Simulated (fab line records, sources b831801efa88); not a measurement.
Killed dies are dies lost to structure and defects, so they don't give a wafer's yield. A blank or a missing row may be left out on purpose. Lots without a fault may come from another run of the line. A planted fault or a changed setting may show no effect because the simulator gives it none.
One fault seen from 2 desks | flow gf180mcu | each desk has only its own numbers; what lay behind them comes last

THE METROLOGY DESK
What the gauges read, lot by lot, whatever tool the lot ran on: means of the sampled wafers that have a number. A lot is out of limits, marked OUT, if its mean lies more than 4 standard deviations from the usual mean; the brackets give that distance.
Columns: A = SAB_CVD_00_THK at GF_SAB_THK_MEAS_01, usual 49.9 nm; B = SALICIDE_TIN_RS at GF_SALICIDE_RS_MEAS_04, usual 16.41 ohm/sq
lot  | first seen here | A    | B
L326 | day 14 15:43    | 49.8 | 16.53
L327 | day 14 23:29    | 49.8 | 16.58
L328 | day 15 07:19    | 50.0 | 16.40
L332 | day 16 19:05    | 50.6 | 16.49
L335 | day 18 00:31    | 49.7 | 16.68
L336 | day 18 06:16    | 49.7 | 15.70
L337 | day 18 08:55    | 49.6 | 16.36
L338 | day 18 16:03    | 50.6 | 16.17
L339 | day 19 05:01    | 49.9 | 16.08
L345 | day 21 16:25    | 49.5 | 11.89 (-17) OUT
L346 | day 21 21:05    | 49.3 | 11.78 (-17) OUT
L347 | day 22 10:11    | 50.0 | 16.10
L348 | day 22 13:53    | 49.8 | 16.02
This desk's finding: out of limits on L345, L346; first on L345, day 22 16:13 (SALICIDE_TIN_RS at GF_SALICIDE_RS_MEAS_04). In limits: L326, L327, L328, L332, L335, L336, L337, L338, L339, L347, L348.

THE TOOL OWNER'S DESK: pvd_sputter-01
The tool's own readings at GF_SALICIDE_SPUTTER_02 (material Co, target thk 10 nm, time 20 s): means of the sampled wafers that have a number, for each lot that ran on this tool. A lot is out of limits, marked OUT, if its mean lies more than 4 standard deviations from the usual mean; the brackets give that distance.
Columns: A = throttle_valve_pct at GF_SALICIDE_SPUTTER_02, usual 29.6 %
lot  | first seen here | A
L327 | day 15 21:31    | 29.8
L337 | day 19 09:40    | 29.8
L339 | day 20 05:51    | 29.2
L345 | day 22 16:09    | 28.8
L346 | day 22 20:38    | 30.1
This desk's finding: nothing out of limits on any of the 5 lots.

PUT TOGETHER
The metrology desk could have raised an alarm at day 22 16:13, on L345, L346.
The tool owner's desk saw nothing out of limits.
The tool owner's desk has L345, L346 on record, within its limits.
Of the lots named, all ran GF_SALICIDE_SPUTTER_02 on pvd_sputter-01.

WHAT THE SIMULATOR HAD PUT IN
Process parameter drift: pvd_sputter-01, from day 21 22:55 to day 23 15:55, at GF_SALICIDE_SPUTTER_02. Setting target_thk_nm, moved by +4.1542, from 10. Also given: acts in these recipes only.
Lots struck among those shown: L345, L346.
Hours from the fault's start to each desk's first reading out of limits: the metrology desk, 17.
